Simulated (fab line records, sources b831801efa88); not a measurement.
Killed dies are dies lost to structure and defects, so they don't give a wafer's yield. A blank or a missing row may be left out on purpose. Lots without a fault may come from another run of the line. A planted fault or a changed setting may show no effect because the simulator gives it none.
Tool commonality check | flow sky130 | 14 lots, 42 wafers sampled

WHY IT WAS OPENED
At SKY_VT_ADJUST_HVTP_TW_MEAS_11 the reading VT_ADJUST_HVTP_TW is flagged on 2 of 14 lots. Wafers without a fault read 1359, standard deviation 12.
Rule: a lot is flagged when every wafer of it that has a number lies more than 4 standard deviations from that mean, or none has a number. The other lots count as sound.

lot  | measured     | on            | VT_ADJUST_HVTP_TW, wafer by wafer | flag
L195 | day 6 02:49  | film_metro-01 | 1373 1365 1373                    |
L196 | day 6 10:58  | film_metro-02 | 1362 1358 1364                    |
L197 | day 6 18:34  | film_metro-03 | 1342 1346 1348                    |
L202 | day 8 02:52  | film_metro-02 | 1368 1368 1371                    |
L205 | day 8 17:08  | film_metro-01 | 30 30 30                          | FLAGGED
L206 | day 8 23:29  | film_metro-02 | 30 30 30                          | FLAGGED
L207 | day 9 05:37  | film_metro-01 | 1362 1365 1357                    |
L209 | day 9 17:26  | film_metro-02 | 1374 1369 1369                    |
L210 | day 10 03:29 | film_metro-02 | 1364 1363 1368                    |
L211 | day 10 07:43 | film_metro-03 | 1347 1350 1346                    |
L214 | day 11 02:46 | film_metro-03 | 1342 1343 1342                    |
L216 | day 11 17:59 | film_metro-02 | 1362 1364 1359                    |
L217 | day 12 04:31 | film_metro-02 | 1363 1358 1361                    |
L218 | day 12 14:28 | film_metro-03 | 1335 1329 1329                    |
The numbers of the flagged lots are 30 on average: -1329 against the usual, or -99 or more standard deviations.

WHICH TOOL RAN EACH LOT
The record holds 2 process steps before the reading, out of a route of 708 steps. In each cell: the tool, then ch and the chambers that the sampled wafers went through, then the start.
lot  | flag    | SKY_FIELD_ISO_CMP_27         | SKY_VT_ADJUST_HVTP_DEVELOP_06
L195 |         | cmp-01 ch 0,3, day 2 10:38   | litho_track-03 ch 0, day 6 02:17
L196 |         | cmp-01 ch 2,3, day 2 17:48   | litho_track-04 ch 0, day 6 10:26
L197 |         | cmp-01 ch 0,3, day 2 23:14   | litho_track-01 ch 0, day 6 18:01
L202 |         | cmp-02 ch 1,2, day 4 01:40   | litho_track-03 ch 0, day 8 02:20
L205 | FLAGGED | cmp-01 ch 1,2,3, day 4 12:57 | litho_track-01 ch 0, day 8 16:37
L206 | FLAGGED | cmp-02 ch 0,3, day 4 19:35   | litho_track-01 ch 0, day 8 22:56
L207 |         | cmp-01 ch 0,2,3, day 5 00:01 | litho_track-04 ch 0, day 9 05:04
L209 |         | cmp-01 ch 1,2, day 5 10:21   | litho_track-04 ch 0, day 9 16:55
L210 |         | cmp-01 ch 1,2,3, day 5 17:22 | litho_track-03 ch 0, day 10 02:58
L211 |         | cmp-01 ch 1,2,3, day 5 21:16 | litho_track-03 ch 0, day 10 07:10
L214 |         | cmp-02 ch 2,3, day 6 11:44   | litho_track-04 ch 0, day 11 02:13
L216 |         | cmp-01 ch 0,3, day 6 23:02   | litho_track-03 ch 0, day 11 17:29
L217 |         | cmp-01 ch 0,1,3, day 7 08:39 | litho_track-03 ch 0, day 12 03:58
L218 |         | cmp-02 ch 1,3, day 7 16:05   | litho_track-03 ch 0, day 12 13:55
What these steps do:
- SKY_FIELD_ISO_CMP_27: polishes, stops on Si3N4, t overpolish 16 s, target thk 457.8 nm.
- SKY_VT_ADJUST_HVTP_DEVELOP_06: develop time 60 s.
- SKY_VT_ADJUST_HVTP_TW_MEAS_11

FLAGGED OVER TOTAL, TOOL BY TOOL (the gauges that took the reading come last)
step                          | tool           | lots run | flagged | share of the flagged lots | sound lots run after its first flagged lot
SKY_FIELD_ISO_CMP_27          | cmp-01         | 10       | 1       | some                      | 6 (L207,L209,L210,L211,L216,L217)
SKY_FIELD_ISO_CMP_27          | cmp-02         | 4        | 1       | some                      | 2 (L214,L218)
SKY_VT_ADJUST_HVTP_DEVELOP_06 | litho_track-01 | 3        | 2       | all                       | 0
SKY_VT_ADJUST_HVTP_DEVELOP_06 | litho_track-03 | 7        | 0       | none                      | -
SKY_VT_ADJUST_HVTP_DEVELOP_06 | litho_track-04 | 4        | 0       | none                      | -
SKY_VT_ADJUST_HVTP_TW_MEAS_11 | film_metro-01  | 3        | 1       | some                      | 1 (L207)
SKY_VT_ADJUST_HVTP_TW_MEAS_11 | film_metro-02  | 7        | 1       | some                      | 4 (L209,L210,L216,L217)
SKY_VT_ADJUST_HVTP_TW_MEAS_11 | film_metro-03  | 4        | 0       | none                      | -

WHAT THE TABLE ALLOWS
1 row of the table ran every flagged lot: litho_track-01 at SKY_VT_ADJUST_HVTP_DEVELOP_06.
- litho_track-01 at SKY_VT_ADJUST_HVTP_DEVELOP_06: 2 of its 3 lots flagged. Its last sound lot is L197 (day 6 18:01), its first flagged lot L205 (day 8 16:37): a fault that began between those two fits.
One tool is left: litho_track-01 at SKY_VT_ADJUST_HVTP_DEVELOP_06.

WHAT THE SIMULATOR HAD PUT IN
Process parameter drift: litho_track-01, from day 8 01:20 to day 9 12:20, at SKY_VT_ADJUST_HVTP_DEVELOP_06. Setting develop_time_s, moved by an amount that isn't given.
Lots struck among those shown: L205, L206. The rule above found the same.
